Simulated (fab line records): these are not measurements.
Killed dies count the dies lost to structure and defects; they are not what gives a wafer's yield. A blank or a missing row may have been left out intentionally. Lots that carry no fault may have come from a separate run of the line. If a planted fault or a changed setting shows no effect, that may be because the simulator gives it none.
One fault through the eyes of 2 desks :: flow gf180mcu :: numbers are kept per desk, each desk with only its own; the story behind them comes last

== AT THE TOOL OWNER'S DESK: lithoTrack-03 ==
Per lot that ran on this tool, the mean of the sampled wafers carrying a number, from the tool's own readings at GF_V1_SOFTBAKE_10 (time 60 s). If a lot's mean is further than 4 standard deviations from the usual mean, the lot is out of limits and carries the mark OUT (the distance appears in the brackets).
Columns: A = chillPlateTempC at GF_V1_SOFTBAKE_10, usual 23.00 C; B = heaterPowerTotalW at GF_V1_SOFTBAKE_10, usual 93.05 W; C = plateTempC at GF_V1_SOFTBAKE_10, usual 129.97 C
lot: L227
first seen here: day 19 05:00
A: 22.88
B: 93.04
C: 130.00

lot: L231
first seen here: day 21 00:00
A: 22.91
B: 93.07
C: 129.92

lot: L233
first seen here: day 21 18:00
A: 23.12
B: 77.98 (-99 or more) OUT
C: 113.73 (-99 or more) OUT

lot: L234
first seen here: day 22 01:00
A: 22.89
B: 77.99 (-99 or more) OUT
C: 113.67 (-99 or more) OUT

lot: L235
first seen here: day 22 04:00
A: 22.98
B: 77.97 (-99 or more) OUT
C: 113.63 (-99 or more) OUT
This desk's finding: out of limits on L233, L234, L235; first on L233, day 21 18:00 (heaterPowerTotalW at GF_V1_SOFTBAKE_10). L227, L231: within limits.

== THE METROLOGY DESK ==
What the gauges read for every lot (on any tool): the sampled wafers with a number, averaged. If a lot's mean is further than 4 standard deviations from the usual mean, the lot is out of limits and carries the mark OUT (the distance appears in the brackets).
Columns: A = V1_CVD_02_THK at GF_V1_THK_MEAS_03, usual 851 nm; B = cdNm at GF_V1_CD_MEAS_14, usual 260.3 nm; C = V1_OVL at GF_V1_OVL_MEAS_15, usual 0 nm
lot: L224
first seen here: day 17 10:51
A: 840
B: 261.6
C: 7

lot: L225
first seen here: day 17 20:10
A: 861
B: 260.4
C: -5

lot: L226
first seen here: day 18 06:38
A: 850
B: 261.1
C: -2

lot: L227
first seen here: day 18 16:57
A: 857
B: 259.1
C: 5

lot: L228
first seen here: day 19 04:50
A: 867
B: 261.7
C: -5

lot: L229
first seen here: day 19 19:15
A: 853
B: 258.1
C: -7

lot: L230
first seen here: day 19 20:33
A: 850
B: 261.3
C: 2

lot: L231
first seen here: day 20 12:17
A: 855
B: 261.1
C: 4

lot: L233
first seen here: day 21 06:13
A: 825
B: 230.8 (-23) OUT
C: 10

lot: L234
first seen here: day 21 13:16
A: 842
B: 232.3 (-22) OUT
C: -4

lot: L235
first seen here: day 21 16:31
A: 856
B: 230.7 (-23) OUT
C: 8

lot: L242
first seen here: day 24 07:31
A: 856
B: 259.5
C: 3

lot: L244
first seen here: day 24 17:35
A: 840
B: 261.2
C: 4

lot: L245
first seen here: day 25 03:31
A: 857
B: 260.2
C: -3

lot: L246
first seen here: day 25 14:21
A: 860
B: 260.0
C: -1
This desk's finding: out of limits on L233, L234, L235; first on L233, day 22 06:24 (cdNm at GF_V1_CD_MEAS_14). L224, L225, L226, L227, L228, L229, L230, L231, L242, L244, L245, L246: within limits.

== TAKEN TOGETHER ==
The tool owner's desk could have raised an alarm at day 21 18:00, on L233, L234, L235.
On L233, L234, L235, the metrology desk was in a position to raise an alarm at day 22 06:24.
Of the lots named, all ran GF_V1_SOFTBAKE_10 on lithoTrack-03.

== WHAT HAD BEEN PUT IN BY THE SIMULATOR ==
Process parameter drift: lithoTrack-03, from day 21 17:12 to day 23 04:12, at GF_V1_SOFTBAKE_10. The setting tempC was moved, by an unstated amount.
Lots struck among those shown: L233, L234, L235.
Fault start to first reading out of limits, in hours, per desk: tool owner, 1; metrology, 13.
